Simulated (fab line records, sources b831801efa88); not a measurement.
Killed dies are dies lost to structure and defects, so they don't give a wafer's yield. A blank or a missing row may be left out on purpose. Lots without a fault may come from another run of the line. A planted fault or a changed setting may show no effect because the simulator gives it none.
Which tool did it? | flow sky130 | 12 lots, 36 wafers sampled, at 4 steps of a route of 708

WHAT THE GAUGES READ, wafer by wafer
SKY_METAL1_CD_MEAS_15: target cd 140 nm.
lot  | measured     | on        | cd_nm (nm)
L240 | day 32 08:38 | cd_sem-01 | 140.2 142.5 139.4
L241 | day 32 13:44 | cd_sem-01 | 139.7 139.3 138.4
L242 | day 33 02:43 | cd_sem-01 | 143.1 143.5 142.0
L243 | day 33 09:41 | cd_sem-01 | 143.0 141.7 142.5
L244 | day 34 12:52 | cd_sem-01 | 142.4 141.4 141.1
L247 | day 35 01:22 | cd_sem-02 | 141.5 140.2 140.5
L248 | day 35 07:01 | cd_sem-02 | 138.3 137.3 138.4
L250 | day 36 00:08 | cd_sem-01 | 138.6 139.1 140.2
L256 | day 37 13:55 | cd_sem-02 | 139.4 139.1 139.9
L259 | day 39 03:19 | cd_sem-02 | 140.4 139.1 140.1
L261 | day 39 16:50 | cd_sem-01 | 138.9 138.9 138.0
L263 | day 39 21:17 | cd_sem-02 | 141.0 141.5 141.4

SKY_METAL2_OVL_MEAS_16.
lot  | measured     | on         | METAL2_OVL (nm)
L240 | day 34 16:55 | overlay-02 | 12 6 -1
L241 | day 35 02:19 | overlay-02 | 0 -1 -1
L242 | day 35 10:55 | overlay-02 | 5 -3 4
L243 | day 35 18:46 | overlay-01 | 0 1 1
L244 | day 36 17:28 | overlay-02 | 0 0 -4
L247 | day 37 08:01 | overlay-01 | 1 4 -4
L248 | day 37 12:40 | overlay-01 | 3 2 5
L250 | day 38 06:42 | overlay-02 | -3 4 -3
L256 | day 39 18:59 | overlay-01 | -15 4 -4
L259 | day 41 07:52 | overlay-02 | -5 -9 -4
L261 | day 41 19:58 | overlay-02 | -2 -1 2
L263 | day 42 00:52 | overlay-02 | 0 10 -3

WHICH TOOL RAN EACH LOT (tool, then ch and the chambers of the sampled wafers, then the start)
lot  | SKY_METAL1_METAL_ETCH_19          | SKY_METAL2_SPUTTER_00
L240 | rie_metal-04 ch 0,1, day 32 08:52 | pvd_sputter-01, day 33 14:16
L241 | rie_metal-04 ch 0,1, day 32 13:58 | pvd_sputter-03, day 33 20:34
L242 | rie_metal-02 ch 0,1, day 33 02:58 | pvd_sputter-02, day 34 08:29
L243 | rie_metal-03 ch 0, day 33 10:02   | pvd_sputter-03, day 34 16:02
L244 | rie_metal-03 ch 0,1, day 34 13:07 | pvd_sputter-02, day 35 17:14
L247 | rie_metal-02 ch 0,1, day 35 02:42 | pvd_sputter-02, day 36 06:43
L248 | rie_metal-03 ch 0,1, day 35 07:16 | pvd_sputter-02, day 36 11:14
L250 | rie_metal-04 ch 0,1, day 36 00:22 | pvd_sputter-02, day 37 04:22
L256 | rie_metal-04 ch 0,1, day 37 14:09 | pvd_sputter-03, day 38 18:00
L259 | rie_metal-02 ch 0,1, day 39 03:34 | pvd_sputter-03, day 40 07:25
L261 | rie_metal-04 ch 0, day 39 17:05   | pvd_sputter-03, day 40 20:23
L263 | rie_metal-03 ch 0,1, day 39 21:32 | pvd_sputter-01, day 41 00:31
- SKY_METAL1_METAL_ETCH_19: etches the open film in Cl2/BCl3, stops on SiO2, target depth 360 nm, time 78 s.
- SKY_METAL2_SPUTTER_00: material Ti, target thk 15 nm, time 10 s.

WHAT THE TOOLS THEMSELVES READ (means of the sampled wafers that have a number; where no wafer has one, the mark that the record gives instead)
SKY_METAL1_METAL_ETCH_19.
lot  | tool         | bcl3_flow_sccm (sccm) | drypump_motor_current_A (A) | oes_product_au (a.u.) | rf_fwd_power_W (W) | throttle_valve_pct (%)
L240 | rie_metal-04 | 29.96                 | 5.4                         | 0.852                 | 895.9              | 22.274
L241 | rie_metal-04 | 29.96                 | 5.8                         | 0.853                 | 893.7              | 22.261
L242 | rie_metal-02 | 30.10                 | 5.5                         | 0.856                 | 896.0              | 22.260
L243 | rie_metal-03 | 30.08                 | 5.6                         | 0.856                 | 892.4              | 22.272
L244 | rie_metal-03 | 30.15                 | 6.0                         | 0.858                 | 895.3              | 22.275
L247 | rie_metal-02 | 29.95                 | 5.5                         | 0.862                 | 894.0              | 22.263
L248 | rie_metal-03 | 29.98                 | 5.8                         | 0.851                 | 894.4              | 22.263
L250 | rie_metal-04 | 30.00                 | 5.7                         | 0.847                 | 892.8              | 22.267
L256 | rie_metal-04 | 30.04                 | 5.7                         | 0.856                 | 898.0              | 22.258
L259 | rie_metal-02 | 30.02                 | 5.5                         | 0.852                 | 896.5              | 22.273
L261 | rie_metal-04 | 29.98                 | 5.0                         | 0.853                 | 897.8              | 22.272
L263 | rie_metal-03 | 29.96                 | 5.7                         | 0.850                 | 894.0              | 22.259

SKY_METAL2_SPUTTER_00.
lot  | tool           | chamber_pressure_pa (Pa) | throttle_valve_pct (%)
L240 | pvd_sputter-01 | 0.3997                   | 29.0
L241 | pvd_sputter-03 | 0.4002                   | 29.5
L242 | pvd_sputter-02 | 0.3998                   | 29.2
L243 | pvd_sputter-03 | 0.3998                   | 29.2
L244 | pvd_sputter-02 | 0.3999                   | 29.9
L247 | pvd_sputter-02 | 0.3995                   | 29.2
L248 | pvd_sputter-02 | 0.3998                   | 29.8
L250 | pvd_sputter-02 | 0.4000                   | 30.6
L256 | pvd_sputter-03 | 0.4003                   | 29.7
L259 | pvd_sputter-03 | 0.3616                   | 31.2
L261 | pvd_sputter-03 | 0.3616                   | 31.3
L263 | pvd_sputter-01 | 0.4003                   | 29.1

THE ANSWER, worked out from the rows above alone
Rule: what is usual is taken from the lots themselves. Put in order of their means at a reading, lots are off if they are a third of the lots or fewer, leave a main group of 4 or more, and stand apart from it by a gap of 3 or more times the standard deviation of the main group's means; of several such gaps the widest counts. A main group whose means are all the same, to the digits that the tables above print for the reading, isn't used. A lot without any number at a reading at which 4 lots or more have one is off too. The other lots that the step has rows for count as sound. The gauges are gone through in route order, then the tools' own readings, and for those a lot's mean is taken as printed above. The first step at which some lot is off is used, and at that step the reading that is off furthest; a lot without a number counts as furthest.
Off: L259, L261, at SKY_METAL2_SPUTTER_00 (chamber_pressure_pa). The main group: mean 0.3999 Pa, standard deviation 0.00025.
A tool fits if, at that step or a process step before it, it ran every lot that is off, and no sound lot after the first of them. One fits: pvd_sputter-03 at SKY_METAL2_SPUTTER_00. Its last sound lot is L256 (day 38 18:00), its first lot that is off L259 (day 40 07:25): a fault that began between those two fits.
The tool's own readings at SKY_METAL2_SPUTTER_00 bear it out: on the lots that are off they differ by more than 5 times the standard deviation of the sound lots' means. chamber_pressure_pa reads 0.3616 Pa there against 0.3999 Pa on the sound lots.

WHAT THE SIMULATOR HAD PUT IN
Process parameter drift: pvd_sputter-03, from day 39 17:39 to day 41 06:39, at SKY_METAL2_SPUTTER_00. Setting chamber_pressure_pa, moved by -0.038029, from 0.4. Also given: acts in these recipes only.
Lots struck among those shown: L259, L261. The rule above found the same.
